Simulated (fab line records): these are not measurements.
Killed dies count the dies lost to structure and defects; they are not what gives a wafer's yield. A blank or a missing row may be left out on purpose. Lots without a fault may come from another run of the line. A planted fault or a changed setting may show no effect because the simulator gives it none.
Which tool is to blame? + flow gf180mcu + 6 lots with 18 wafers sampled at 5 steps, on a route of 602 steps

WHAT EACH GAUGE READ, for each wafer
GF_V4_BOW_MEAS_05.
| lot  | measured     | on            | V4_BOW (um)       |
|------|--------------|---------------|-------------------|
| L223 | day 24 16:59 | film_metro-04 | 120 124 129       |
| L225 | day 25 09:17 | film_metro-02 | 156 150 150       |
| L229 | day 26 21:31 | film_metro-04 | 132 129 129       |
| L239 | day 29 16:01 | film_metro-02 | 146 140 149 - - - |
| L241 | day 30 00:07 | film_metro-04 | 146 148 137       |
| L243 | day 30 11:50 | film_metro-02 | 138 132 138       |

WHICH TOOL RAN EACH LOT (tool, then ch and the chambers of the sampled wafers, then the start)
| lot  | GF_V3_STRIP_18                       | GF_M4_SPUTTER_00             | GF_M4_SPUTTER_03             | GF_V4_CMP_04                  |
|------|--------------------------------------|------------------------------|------------------------------|-------------------------------|
| L223 | plasma_asher-01 ch 0, day 23 16:19   | pvd_sputter-01, day 23 17:33 | pvd_sputter-01, day 23 17:43 | cmp-01 ch 0,1, day 24 16:43   |
| L225 | plasma_asher-02 ch 0,1, day 24 08:56 | pvd_sputter-03, day 24 10:07 | pvd_sputter-03, day 24 10:17 | cmp-01 ch 0,1,3, day 25 08:57 |
| L229 | plasma_asher-02 ch 0,1, day 25 21:37 | pvd_sputter-02, day 25 22:50 | pvd_sputter-02, day 25 23:00 | cmp-02 ch 1,2, day 26 21:13   |
| L239 | plasma_asher-01 ch 0, day 28 17:50   | pvd_sputter-03, day 28 19:11 | pvd_sputter-03, day 28 19:21 | cmp-02 ch 1,2,3, day 29 15:46 |
| L241 | plasma_asher-02 ch 0,1, day 29 02:44 | pvd_sputter-01, day 29 03:56 | pvd_sputter-01, day 29 04:05 | cmp-02 ch 1,3, day 29 23:46   |
| L243 | plasma_asher-01 ch 0,1, day 29 14:32 | pvd_sputter-02, day 29 15:43 | pvd_sputter-02, day 29 15:53 | cmp-01 ch 0,1,2, day 30 11:35 |
- GF_V3_STRIP_18: strips in O2/N2.
- GF_M4_SPUTTER_00: material Ti, target thk 37.5 nm, time 150 s.
- GF_M4_SPUTTER_03: material Ti, target thk 10 nm, time 6.7 s.
- GF_V4_CMP_04: polishes SiO2.

THE ANSWER, worked out from the rows above alone
Rule: what is usual is taken from the lots themselves. The widest of any qualifying gaps counts: lots, ordered by their means at a reading, are off when they make up no more than a third of the lots, leave a main group of 4 or more, and stand apart from it by 3 or more times the standard deviation of that group's means. The tables above print the reading to a certain number of digits; a main group whose means all agree to those digits is not used. Also off: a lot with no number at a reading for which 4 or more lots have one. The other lots that the step has rows for count as sound.
No lot is off on any of the readings shown, so nothing can be concluded from this.

WHAT WAS PUT IN BY THE SIMULATOR
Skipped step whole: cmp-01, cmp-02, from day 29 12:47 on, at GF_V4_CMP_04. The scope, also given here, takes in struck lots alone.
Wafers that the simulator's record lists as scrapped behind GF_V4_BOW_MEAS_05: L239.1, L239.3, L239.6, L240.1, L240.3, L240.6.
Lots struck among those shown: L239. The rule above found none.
